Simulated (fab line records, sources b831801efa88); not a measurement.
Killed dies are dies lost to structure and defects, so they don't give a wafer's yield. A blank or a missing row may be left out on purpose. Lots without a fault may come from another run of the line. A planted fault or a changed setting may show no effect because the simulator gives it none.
Chamber matching | flow sky130 | SKY_CONTACT_CVD_00 on pecvd-03: 3 sister chambers
The step deposits Si3N4, target thk 75 nm. 3 wafers are shown with their chamber, then 8 later ones without.

WAFERS WITH THEIR CHAMBER
wafer  | chamber | heater_power_w (W)
L090.1 | 2       | 554
L090.6 | 0       | 790
L093.1 | 1       | 635

WAFERS WITHOUT THEIR CHAMBER
wafer  | heater_power_w (W)
L093.2 | 586
L093.6 | 636
L095.3 | 830
L095.5 | 568
L095.6 | 803
L096.1 | 545
L096.3 | 535
L096.5 | 742

WHICH CHAMBER EACH WENT THROUGH
wafer  | from the rows above     | in truth
L093.2 | can't be placed: 2 or 1 | 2
L093.6 | 1                       | 1
L095.3 | 0                       | 0
L095.5 | can't be placed: 2 or 1 | 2
L095.6 | 0                       | 0
L096.1 | 2                       | 2
L096.3 | 2                       | 2
L096.5 | 0                       | 0
Placed correctly: 6 of 8. Can't be placed from these rows: 2 (the true chamber is among the candidates in 2). Placed wrongly: 0.
How it was worked out, from the rows above alone: a wafer's distance from a chamber is the root of the sum, over the readings, of the square of ((its reading less the chamber's mean) divided by the reading's scatter). The wafer belongs to the nearest chamber; if the next one is less than 2 further off, it can't be placed. A chamber's mean is the mean of its shown wafers. The scatter: with one shown wafer a chamber, the root of the mean of the squares of how far each hidden wafer lies from its nearest shown one.
